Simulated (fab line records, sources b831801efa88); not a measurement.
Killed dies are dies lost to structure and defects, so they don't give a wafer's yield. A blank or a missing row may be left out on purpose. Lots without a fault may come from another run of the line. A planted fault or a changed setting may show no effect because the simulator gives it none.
Which tool did it? | flow sfq_line | 14 lots, 42 wafers sampled, at 4 steps of a route of 325

WHAT THE GAUGES READ, wafer by wafer
SFQ_I6_OVL_MEAS_942.
lot  | measured     | on         | I6_OVL (nm)
L895 | day 73 11:46 | overlay-02 | 7 10 10
L898 | day 77 10:40 | overlay-02 | 3 -2 3
L900 | day 77 21:35 | overlay-01 | -1 4 0
L901 | day 81 09:00 | overlay-01 | -1 -4 -6
L905 | day 83 21:12 | overlay-02 | 1 1 2
L908 | day 84 08:01 | overlay-01 | -11 3 -3
L909 | day 84 10:24 | overlay-01 | 12 1 8
L910 | day 84 12:56 | overlay-01 | -2 -3 -3
L911 | day 84 14:08 | overlay-02 | -2 0 -5
L913 | day 84 23:51 | overlay-02 | -10 1 2
L914 | day 85 04:40 | overlay-02 | -8 -10 -14
L915 | day 85 07:04 | overlay-02 | -4 -2 1
L916 | day 85 08:15 | overlay-01 | 0 -2 3
L917 | day 85 09:27 | overlay-02 | 4 5 2

SFQ_I7_BOW_MEAS_946.
lot  | measured     | on            | I7_BOW (um)
L895 | day 77 07:43 | film_metro-04 | 4 4 5
L898 | day 81 00:02 | film_metro-04 | 23 17 29
L900 | day 81 12:37 | film_metro-03 | 7 11 7
L901 | day 84 19:24 | film_metro-01 | 0 -14 6
L905 | day 87 20:54 | film_metro-03 | -9 -1 0
L908 | day 88 07:35 | film_metro-01 | 10 12 21
L909 | day 88 09:10 | film_metro-03 | 12 9 3
L910 | day 88 12:57 | film_metro-01 | 11 6 -1
L911 | day 88 15:10 | film_metro-03 | 6 -8 -2
L913 | day 88 21:10 | film_metro-03 | 14 13 12
L914 | day 89 02:01 | film_metro-03 | -3 8 -4
L915 | day 89 04:25 | film_metro-01 | 2 14 1
L916 | day 89 07:22 | film_metro-03 | -3 -8 1
L917 | day 89 10:05 | film_metro-03 | 5 0 13

WHICH TOOL RAN EACH LOT (tool, then ch and the chambers of the sampled wafers, then the start)
lot  | SFQ_TRILAYER_L0_CAP_PECVD_011   | SFQ_TRILAYER_L0_VIA_ETCH_VIA_ETCH_016
L895 | pecvd-03 ch 1,2, day 4 08:52    | rie_diel-01 ch 0,1,3, day 7 22:09
L898 | pecvd-01 ch 1,2, day 5 03:53    | rie_diel-02 ch 1,2,3, day 9 04:15
L900 | pecvd-03 ch 0,2, day 5 17:05    | rie_diel-02 ch 2,3, day 9 13:51
L901 | pecvd-03 ch 0,2, day 6 04:32    | rie_diel-01 ch 0,2,3, day 10 03:03
L905 | pecvd-04 ch 0,2, day 7 03:38    | rie_diel-02 ch 0,1,2, day 11 11:08
L908 | pecvd-01 ch 0,2, day 8 02:33    | rie_diel-02 ch 1,2,3, day 12 10:04
L909 | pecvd-04 ch 0,1,2, day 8 09:45  | rie_diel-01 ch 2,3, day 12 18:28
L910 | pecvd-03 ch 0,1,2, day 8 15:46  | rie_diel-02 ch 0,1,3, day 13 01:40
L911 | pecvd-03 ch 0,1,2, day 8 22:17  | rie_diel-03 ch 0,3, day 13 07:19
L913 | pecvd-01 ch 0,1,2, day 9 09:51  | rie_diel-03 ch 0,2,3, day 13 20:31
L914 | pecvd-01 ch 0,1,2, day 9 13:27  | rie_diel-01 ch 1,2, day 14 06:10
L915 | pecvd-01 ch 0,1, day 9 18:15    | rie_diel-02 ch 1,2,3, day 14 10:58
L916 | pecvd-04 ch 0,1,2, day 10 01:27 | rie_diel-03 ch 0,1,3, day 14 20:16
L917 | pecvd-04 ch 0,2, day 10 08:10   | rie_diel-03 ch 0,1, day 15 03:28
- SFQ_TRILAYER_L0_CAP_PECVD_011: deposits SiO2 from SiH4/N2O, time 13.333 s, target thk 60 nm.
- SFQ_TRILAYER_L0_VIA_ETCH_VIA_ETCH_016: etches SiO2 in CHF3, stops on MoNx KI, target depth 80 nm.

WHAT THE TOOLS THEMSELVES READ (means of the sampled wafers that have a number; where no wafer has one, the mark that the record gives instead)
SFQ_TRILAYER_L0_CAP_PECVD_011.
lot  | tool     | heater_power_w (W) | rf_fwd_power_W (W) | throttle_valve_pct (%)
L895 | pecvd-03 | 93                 | 178.7              | 24.6
L898 | pecvd-01 | 79                 | 180.4              | 23.5
L900 | pecvd-03 | 97                 | 180.7              | 24.0
L901 | pecvd-03 | 91                 | 180.7              | 24.8
L905 | pecvd-04 | 67                 | 179.6              | 25.6
L908 | pecvd-01 | 83                 | 180.3              | 24.3
L909 | pecvd-04 | 67                 | 179.6              | 26.6
L910 | pecvd-03 | 94                 | 179.9              | 24.2
L911 | pecvd-03 | 98                 | 179.5              | 24.3
L913 | pecvd-01 | 80                 | 180.8              | 23.8
L914 | pecvd-01 | 79                 | 181.1              | 23.9
L915 | pecvd-01 | 75                 | 180.8              | 23.8
L916 | pecvd-04 | 77                 | 179.8              | 26.6
L917 | pecvd-04 | 67                 | 179.5              | 25.3

SFQ_TRILAYER_L0_VIA_ETCH_VIA_ETCH_016.
lot  | tool        | chamber_pressure_mTorr (mTorr) | drypump_motor_current_A (A) | oes_product_au (a.u.) | rf_fwd_power_W (W)
L895 | rie_diel-01 | 30.017                         | 5.6                         | 0.844                 | 494.4
L898 | rie_diel-02 | 29.994                         | 5.8                         | 0.840                 | 492.7
L900 | rie_diel-02 | 30.001                         | 6.1                         | 0.802                 | 494.3
L901 | rie_diel-01 | 30.034                         | 5.5                         | 0.798                 | 494.3
L905 | rie_diel-02 | 30.002                         | 5.7                         | 0.849                 | 493.0
L908 | rie_diel-02 | 30.010                         | 5.8                         | 0.839                 | 495.0
L909 | rie_diel-01 | 29.993                         | 5.1                         | 0.846                 | 497.2
L910 | rie_diel-02 | 29.979                         | 5.8                         | 0.838                 | 493.6
L911 | rie_diel-03 | 29.991                         | 5.4                         | 0.841                 | 495.8
L913 | rie_diel-03 | 30.039                         | 5.3                         | 0.850                 | 494.9
L914 | rie_diel-01 | 29.965                         | 5.8                         | 0.845                 | 495.5
L915 | rie_diel-02 | 30.017                         | 5.8                         | 0.854                 | 493.4
L916 | rie_diel-03 | 29.984                         | 5.2                         | 0.831                 | 494.3
L917 | rie_diel-03 | 29.990                         | 5.0                         | 0.844                 | 495.0

THE ANSWER, worked out from the rows above alone
Rule: what is usual is taken from the lots themselves. Put in order of their means at a reading, lots are off if they are a third of the lots or fewer, leave a main group of 4 or more, and stand apart from it by a gap of 3 or more times the standard deviation of the main group's means; of several such gaps the widest counts. A main group whose means are all the same, to the digits that the tables above print for the reading, isn't used. A lot without any number at a reading at which 4 lots or more have one is off too. The other lots that the step has rows for count as sound. The gauges are gone through in route order, then the tools' own readings, and for those a lot's mean is taken as printed above. The first step at which some lot is off is used, and at that step the reading that is off furthest; a lot without a number counts as furthest.
Off: L900, L901, at SFQ_TRILAYER_L0_VIA_ETCH_VIA_ETCH_016 (oes_product_au). The main group: mean 0.843 a.u., standard deviation 0.0059.
A tool fits if, at that step or a process step before it, it ran every lot that is off, and no sound lot after the first of them. None of those tried fits.

WHAT THE SIMULATOR HAD PUT IN
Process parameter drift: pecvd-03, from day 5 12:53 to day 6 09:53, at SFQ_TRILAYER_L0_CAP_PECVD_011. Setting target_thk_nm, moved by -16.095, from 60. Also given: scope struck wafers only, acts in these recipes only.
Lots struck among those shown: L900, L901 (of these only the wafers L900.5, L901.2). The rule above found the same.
